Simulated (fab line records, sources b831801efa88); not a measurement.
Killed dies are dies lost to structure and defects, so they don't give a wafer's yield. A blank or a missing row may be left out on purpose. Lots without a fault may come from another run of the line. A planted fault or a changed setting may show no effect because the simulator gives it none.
A struck lot beside a sound one | flow sky130 | 36 steps out of a route of 708
Sound: wafers L824.2, L824.5, L824.6. Struck: wafers L811.1, L811.2, L811.5. The cause comes at the end.
At each step with rows: each side's tool, then ch and its chambers, then its first start. Under that, the readings that differ: sound wafers | struck wafers | difference of the means | sigmas: that difference in standard deviations of wafers without a fault.
alike: readings whose means differ by less than 2 such deviations, and words and numbers that are the same on both sides. not compared: withheld readings, readings that some wafer has no value for, bounds like >300 that may hide the same value, and numbers for which the record gives no deviation and whose values overlap.
The two part at a step that has a row with sigmas, a row that says differs or no value, or rows on one side only. Numbers that don't overlap but have no deviation are shown without sigmas and don't part them. A reading that every wafer of one side lacks parts them only if that side has two wafers or more.

first, 10 steps without rows for these wafers: SKY_GATE_OXIDE_COAT_05 (resist thk 1140 nm); SKY_GATE_OXIDE_SOFTBAKE_06 (time 60 s); SKY_GATE_OXIDE_EXPOSE_07 (exposes mask LVOM, target cd 600 nm); SKY_GATE_OXIDE_PEB_08; SKY_GATE_OXIDE_DEVELOP_09 (develop time 60 s); SKY_GATE_OXIDE_IMPLANT_11; SKY_GATE_OXIDE_WET_ETCH_12 (etches SiO2 in dHF, target depth 16.8 nm, time 336 s); SKY_GATE_OXIDE_STRIP_13 (strips in O2/N2); SKY_GATE_OXIDE_CLEAN_15 (cleans in SC1/SC2, time 150 s); SKY_GATE_OXIDE_OXIDATION_16 (stabilise 600 s, purge 300 s, target thk 3.57 nm).
SKY_POLY_GATE_CVD_00: deposits poly-Si, target thk 180 nm, time 720 s.
  sound on lpcvd-01 ch 0, day 21 03:20; struck on lpcvd-01 ch 1, day 14 22:19
  reading                                       | sound             | struck            | difference | sigmas
  spike_tc_centre_C (C)                         | 621.6 621.5 621.9 | 590.6 591.2 587.6 | -31.9      | -32
  spike_tc_lower_C (C)                          | 621.0 621.8 619.8 | 623.8 624.0 623.9 | +3.0       | +3
  spike_tc_upper_C (C)                          | 617.3 620.1 618.1 | 624.9 623.7 622.9 | +5.3       | +5
  zone_power_centre_pct (%)                     | 9.46 9.51 9.39    | 3.77 3.72 3.87    | -5.67      | -19
  zone_power_upper_pct (%)                      | 8.4 8.5 8.4       | 10.3 10.2 10.1    | +1.8       | +6
  model.poly-Si_of_POLY_GATE_CVD_00.thk_nm (nm) | 179.9 179.7 180.9 | 173.3 169.1 152.3 | -15.3      |
  alike: spike_tc_bottom_C, zone_power_lower_pct, zone_power_top_pct
SKY_POLY_GATE_THK_MEAS_01:
  sound on film_metro-01, day 21 04:36; struck on film_metro-01, day 14 23:31
  reading                   | sound             | struck            | difference | sigmas
  POLY_GATE_CVD_00_THK (nm) | 180.0 179.7 181.0 | 173.3 169.2 152.2 | -15.3      | -10
then, 9 steps without rows for these wafers: SKY_RES_PROTECT_DEHYDRATE_00 (time 60 s); SKY_RES_PROTECT_HMDS_01 (prime time 60 s); SKY_RES_PROTECT_COAT_02 (resist thk 1140 nm); SKY_RES_PROTECT_SOFTBAKE_03 (time 60 s); SKY_RES_PROTECT_EXPOSE_04 (exposes mask RPM, target cd 1270 nm); SKY_RES_PROTECT_PEB_05; SKY_RES_PROTECT_DEVELOP_06 (develop time 60 s); SKY_POLY_GATE_IMPLANT_02; SKY_RES_PROTECT_STRIP_07 (strips in O2/N2).
SKY_RES_PROTECT_CLEAN_09: cleans in SC1/SC2, time 150 s.
  sound on wet_bench-01 ch 0, day 22 12:04; struck on wet_bench-03 ch 1, day 16 03:13
  reading                                       | sound             | struck            | difference | sigmas
  model.poly-Si_of_POLY_GATE_CVD_00.thk_nm (nm) | 179.3 179.1 180.3 | 172.6 168.5 151.6 | -15.3      |
then, 11 steps without rows for these wafers: SKY_POLY_GATE_CVD_03 (deposits Si3N4 from DCS/NH3, target thk 75 nm, time 1290 s); SKY_POLY_GATE_DEHYDRATE_05 (time 60 s); SKY_POLY_GATE_HMDS_06 (prime time 60 s); SKY_POLY_GATE_COAT_07 (resist thk 110 nm); SKY_POLY_GATE_COAT_08 (resist thk 450 nm); SKY_POLY_GATE_SOFTBAKE_09 (time 90 s); SKY_POLY_GATE_EXPOSE_10 (exposes mask P1M, target cd 150 nm); SKY_POLY_GATE_PEB_11; SKY_POLY_GATE_DEVELOP_12 (develop time 60 s); SKY_POLY_GATE_ETCH_15 (etches BARC in N2/H2, stops on SiO2, time 118.5 s, target depth 110 nm); SKY_POLY_GATE_ETCH_16 (etches Si3N4 in CH3F/O2, stops on poly-Si, time 147.5 s, target depth 75 nm).
SKY_POLY_GATE_ETCH_17: etches poly-Si in HBr/Cl2, stops on SiO2, target depth 180 nm, time 70.5 s.
  sound on rie_si-01 ch 0,2,3, day 23 21:47; struck on rie_si-01 ch 0,1,2, day 17 14:00
  reading                               | sound             | struck            | difference | sigmas
  oes_product_au (a.u.)                 | 0.980 0.978 0.991 | 0.958 0.956 0.888 | -0.049     | -5
  model.POLY_GATE.feature_depth_nm (nm) | 179.3 175.4 180.3 | 172.6 168.5 151.6 | -14.1      |
  model.etch.depth_nm (nm)              | 179.3 175.4 180.3 | 172.6 168.5 151.6 | -14.1      |
  alike: drypump_motor_current_A, throttle_valve_pct
  not compared: rf_hours_counter_h
then, 1 step without rows for these wafers: SKY_POLY_GATE_STRIP_18 (strips in O2/N2).
-- the record jumps here: 29 days lie between the struck wafers' starts before and after (it left off in module POLY_GATE and takes up again in module PAD_OPEN, whose first step shown is number 708 of the route) --
SKY_PAD_OPEN_PROBE_99:
  sound on prober-01, day 50 08:28; struck on prober-02, day 46 12:49
  reading                             | sound             | struck            | difference | sigmas
  model.etest.tip_sonos.rs_ohm_sq     | 2506 2545 2551    | 2626 2566 2556    | +49        |
  model.etest.res_poly.rs_ohm_sq      | 48.14 47.6 48.2   | 48.79 49.84 56.47 | +3.72      |
  model.etest.cap_li_to_poly.c_af_um2 | 99.46 98.78 97.52 | 90.82 91.68 89.42 | -7.95      |
  alike: killed_at_M0_to_M3, killed_at_M4_up, killed_at_contacts, killed_at_front_end, killed_at_other, killed_dies, killed_open, killed_short
  not compared: model.etest.res_high_po.line_ohm_um, model.etest.res_poly.line_ohm_um, model.etest.res_high_po.rs_ohm_sq

WHERE THEY PART
First at SKY_POLY_GATE_CVD_00; last, within this record, at SKY_POLY_GATE_ETCH_17. Later steps at which nothing parts them and some readings are alike: SKY_PAD_OPEN_PROBE_99.

WHY: what the simulator had put in
Process parameter drift: lpcvd-01, from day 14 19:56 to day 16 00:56, at SKY_POLY_GATE_CVD_00. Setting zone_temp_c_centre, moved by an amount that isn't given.
